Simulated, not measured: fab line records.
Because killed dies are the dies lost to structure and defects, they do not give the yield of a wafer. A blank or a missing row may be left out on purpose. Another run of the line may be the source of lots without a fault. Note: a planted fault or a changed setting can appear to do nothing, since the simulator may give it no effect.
A lot that was struck, set against a sound lot + flow sky130 + 44 steps out of a route of 708
Sound: wafers L765.2, L765.3, L765.6. Struck: wafer L773.3. (L773.6 of the same lot was not struck and is left out.) The cause comes at the end.
At each step with rows: each side's tool, then ch and its chambers, then its first start. Under that, the readings that differ: sound wafers + struck wafers + difference of the means + sigmas: that difference in standard deviations of wafers without a fault.
alike: words and numbers the same on both sides, and readings whose means are apart by under 2 such deviations; not compared: readings that were withheld, readings missing a value for some wafer, numbers with overlapping values and no deviation given by the record, and bounds like >300 which may hide the same value.
Wherever a step has rows on one side only, a row that says differs or no value, or a row with sigmas, the two part there. Numbers that don't overlap but have no deviation are shown without sigmas and don't part them. A reading missing from all wafers of one side parts the sides only when that side holds two or more wafers.

first, 4 steps without rows for these wafers: SKY_VIA2_CLEAN_18 (cleans in IPA, time 180 s); SKY_VIA2_CLEAN_19 (cleans in O3/DIW); SKY_VIA2_SPUTTER_20 (material TiN, target thk 20 nm, time 80 s); SKY_VIA2_CVD_21 (deposits W, target thk 420 nm, time 126.4 s).
SKY_VIA2_RS_MEAS_22: measurement is done with a four-point probe.
  struck on film-metro-03, day 42 05:41; sound on film-metro-04, day 40 00:32
  alike: VIA2_W_RS
SKY_VIA2_THK_MEAS_23: measures by xrf.
  struck on film-metro-03, day 42 05:47; sound on film-metro-04, day 40 00:38
  alike: VIA2_W_THK
SKY_VIA2_CMP_24: polishes, stops on SiO2, t overpolish 20 s, target thk 0 nm.
  sound on cmp-01 ch 1,2,3, day 40 00:41; struck on cmp-01 ch 3, day 42 05:58
  alike: motor-current-A, overpolish-run-s, time-to-endpoint-s
then, 1 step without rows for these wafers: SKY_METAL3_SPUTTER_00 (material Ti, target thk 15 nm, time 10 s).
SKY_METAL3_SPUTTER_01: material TiN, target thk 20 nm, time 16.7 s.
  struck on pvd-sputter-01, day 42 06:09; sound on pvd-sputter-01, day 40 01:01
  alike: throttle-valve-pct
then, 2 steps without rows for these wafers: SKY_METAL3_SPUTTER_02 (material AlCu, target thk 735 nm, time 39.1 s); SKY_METAL3_SPUTTER_03 (material Ti, target thk 5 nm, time 3.3 s).
SKY_METAL3_SPUTTER_04: material TiN, target thk 70 nm, time 58.3 s.
  struck on pvd-sputter-01, day 42 06:14; sound on pvd-sputter-01, day 40 01:05
  alike: throttle-valve-pct
SKY_CAPM_CVD_00: deposits SiO2, target thk 15.5 nm.
  sound on pecvd-03 ch 0,1,2, day 40 01:08; struck on pecvd-02 ch 2, day 42 06:17
| reading                               | sound            | struck | difference | sigmas |
|---------------------------------------|------------------|--------|------------|--------|
| model.SiO2_of_CAPM_CVD_00.thk-nm (nm) | 15.36 15.38 15.6 | 24.78  | +9.33      |        |
  alike: heater-power-w
SKY_CAPM_THK_MEAS_01:
  struck on film-metro-01, day 42 06:20; sound on film-metro-02, day 40 01:10
| reading              | sound             | struck | difference | sigmas |
|----------------------|-------------------|--------|------------|--------|
| CAPM_CVD_00_THK (nm) | 15.38 15.39 15.60 | 24.77  | +9.31      | +44    |
SKY_CAPM_SPUTTER_02: material TiN, target thk 200 nm, time 166.7 s.
  struck on pvd-sputter-01, day 42 06:22; sound on pvd-sputter-03, day 40 01:13
  alike: substrate-temp-c, throttle-valve-pct
SKY_CAPM_RS_MEAS_03: measurement is done with a four-point probe.
  struck on film-metro-03, day 42 06:31; sound on film-metro-03, day 40 01:21
  alike: CAPM_TIN_RS
SKY_CAPM_THK_MEAS_04: measures by xrf.
  struck on film-metro-03, day 42 06:37; sound on film-metro-03, day 40 01:28
  alike: CAPM_TIN_THK
then, 7 steps without rows for these wafers: SKY_CAPM_DEHYDRATE_05 (time 60 s); SKY_CAPM_HMDS_06 (prime time 60 s); SKY_CAPM_COAT_07 (resist thk 1140 nm); SKY_CAPM_SOFTBAKE_08 (time 60 s); SKY_CAPM_EXPOSE_09 (exposes mask CAPM, target cd 1000 nm); SKY_CAPM_PEB_10; SKY_CAPM_DEVELOP_11 (develop time 60 s).
SKY_CAPM_OVL_MEAS_12:
  struck on overlay-01, day 43 05:38; sound on overlay-01, day 41 01:28
  alike: CAPM_OVL
then, 13 steps without rows for these wafers: SKY_CAPM_METAL_ETCH_13 (etches TiN in Cl2/BCl3, stops on SiO2, target depth 220 nm, time 62.9 s); SKY_CAPM_STRIP_14 (strips in O2/N2); SKY_CAPM_STRIP_15 (strips in post etch residue remover, time 1200 s); SKY_CAPM_CLEAN_16 (cleans in IPA, time 180 s); SKY_CAPM_CLEAN_17 (cleans in O3/DIW); SKY_METAL3_DEHYDRATE_05 (time 60 s); SKY_METAL3_HMDS_06 (prime time 60 s); SKY_METAL3_COAT_07 (resist thk 60 nm); SKY_METAL3_COAT_08 (resist thk 1140 nm); SKY_METAL3_SOFTBAKE_09 (time 90 s); SKY_METAL3_EXPOSE_10 (exposes mask MM3, target cd 300 nm); SKY_METAL3_PEB_11; SKY_METAL3_DEVELOP_12 (develop time 60 s).
SKY_METAL3_CD_MEAS_13: the cd target is 300 nm.
  struck on cd-sem-01, day 44 05:14; sound on cd-sem-02, day 42 00:56
  alike: cd-nm
SKY_METAL3_OVL_MEAS_14:
  struck on overlay-02, day 44 05:19; sound on overlay-01, day 42 01:02
| reading         | sound     | struck | difference | sigmas |
|-----------------|-----------|--------|------------|--------|
| METAL3_OVL (nm) | -3 -13 -9 | 5      | +13        | +2     |
then, 1 step without rows for these wafers: SKY_METAL3_DESCUM_15 (chemistry O2, time 8 s).
SKY_METAL3_ETCH_16: etches BARC in N2/H2, stops on SiO2, time 88.2 s, target depth 60 nm.
  sound on rie-metal-01 ch 0,1, day 42 01:06; struck on rie-metal-01 ch 0, day 44 05:25
  alike: drypump-motor-current-A, oes-product-au, throttle-valve-pct
  not compared: rf-hours-counter-h
SKY_METAL3_ETCH_17: etches SiO2 in C4F8/O2/Ar, stops on TiN, time 3.9 s, target depth 15 nm.
  sound on rie-diel-03 ch 0,2,3, day 42 01:12; struck on rie-diel-03 ch 0, day 44 05:29
| reading                  | sound             | struck | difference | sigmas |
|--------------------------|-------------------|--------|------------|--------|
| oes-product-au (a.u.)    | 0.745 0.752 0.753 | 0.969  | +0.219     | +32    |
| model.etch.depth-nm (nm) | 15.36 15.38 15.6  | 24.78  | +9.33      |        |
  not compared: rf-hours-counter-h
-- the record jumps here: 6 days lie between the struck wafers' starts before and after (it left off in module METAL3 and takes up again in module PAD_OPEN, whose first step shown is number 708 of the route) --
SKY_PAD_OPEN_PROBE_99:
  struck on prober-02, day 50 07:09; sound on prober-02, day 48 14:52
| reading                               | sound                | struck | difference | sigmas |
|---------------------------------------|----------------------|--------|------------|--------|
| model.etest.tester.sort-n-pass        | 399 421 412          | 0      | -411       |        |
| model.etest.tester.sort-yield-pct (%) | 81.1 85.57 83.74     | 0      | -83        |        |
| model.etest.tester.sort_bin_5_pct (%) | 11.38 9.553 9.553    | 62.18  | +52.02     |        |
| model.etest.tester.sort_bin_3_pct (%) | 1.423 0.4065 0.2033  | 31.32  | +30.64     |        |
| model.etest.cap-mim.bv-v (V)          | 13.55 13.9 13.73     | 22.45  | +8.72      |        |
| model.etest.met3-comb.leak-log10-a-um | -11.8 -11.98 -11.99  | -7.058 | +4.865     |        |
| model.etest.cap-mim.leak-log10-a-cm2  | -8.944 -9.021 -8.959 | -10.31 | -1.34      |        |
| model.etest.cap-mim.c-ff-um2          | 2.369 2.357 2.329    | 1.464  | -0.888     |        |
  alike: defect-limited-yield, killed_at_M0_to_M3, killed_at_M4_up, killed-at-contacts, killed-at-front-end, killed-at-other, killed-dies, killed-open, killed-short

WHERE THEY PART
First at SKY_CAPM_THK_MEAS_01; last, within this record, at SKY_METAL3_ETCH_17. Later steps at which nothing parts them and some readings are alike: SKY_PAD_OPEN_PROBE_99.

WHY: what had been put in by the simulator
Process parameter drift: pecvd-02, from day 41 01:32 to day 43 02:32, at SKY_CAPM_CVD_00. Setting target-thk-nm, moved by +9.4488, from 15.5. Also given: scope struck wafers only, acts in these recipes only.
